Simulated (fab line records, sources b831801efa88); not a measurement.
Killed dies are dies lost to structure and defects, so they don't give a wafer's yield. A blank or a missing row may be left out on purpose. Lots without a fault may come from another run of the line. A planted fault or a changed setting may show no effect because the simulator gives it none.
Chamber matching | flow sky130 | SKY_CONTACT_ETCH_16 on rie_diel-04: 4 sister chambers
The step etches BARC in N2/H2, stops on SiO2, time 45.9 s, target depth 60 nm. 8 wafers are shown with their chamber, then 9 later ones without.

WAFERS WITH THEIR CHAMBER
wafer  | chamber | drypump_motor_current_A (A) | bias_w (W)
L469.4 | 3       | 5.9                         | 100.05
L475.2 | 3       | 5.9                         | 100.12
L477.2 | 1       | 5.1                         | 99.81
L477.3 | 2       | 6.2                         | 99.82
L477.6 | 0       | 5.8                         | 100.41
L478.1 | 0       | 5.7                         | 100.45
L478.3 | 1       | 5.1                         | 99.75
L478.4 | 2       | 6.3                         | 99.63

WAFERS WITHOUT THEIR CHAMBER
wafer  | drypump_motor_current_A (A) | bias_w (W)
L479.2 | 5.8                         | 99.89
L479.5 | 5.8                         | 100.23
L479.6 | 5.9                         | 99.61
L480.1 | 6.3                         | 99.61
L480.4 | 5.7                         | 99.80
L480.6 | 5.1                         | 99.98
L481.1 | 5.1                         | 99.62
L481.2 | 5.7                         | 100.48
L481.5 | 5.1                         | 100.00

WHICH CHAMBER EACH WENT THROUGH
wafer  | from the rows above     | in truth
L479.2 | 3                       | 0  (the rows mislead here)
L479.5 | can't be placed: 3 or 0 | 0
L479.6 | can't be placed: 3 or 2 | 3
L480.1 | 2                       | 2
L480.4 | 3                       | 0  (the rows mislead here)
L480.6 | 1                       | 1
L481.1 | 1                       | 1
L481.2 | 0                       | 0
L481.5 | 1                       | 1
Placed correctly: 5 of 9. Can't be placed from these rows: 2 (the true chamber is among the candidates in 2). Placed wrongly: 2.
How it was worked out, from the rows above alone: a wafer's distance from a chamber is the root of the sum, over the readings, of the square of ((its reading less the chamber's mean) divided by the reading's scatter). The wafer belongs to the nearest chamber; if the next one is less than 2 further off, it can't be placed. A chamber's mean is the mean of its shown wafers. The scatter: the root of (the sum of the squares of (reading less its chamber's mean) over the shown wafers, divided by (wafers less chambers)).
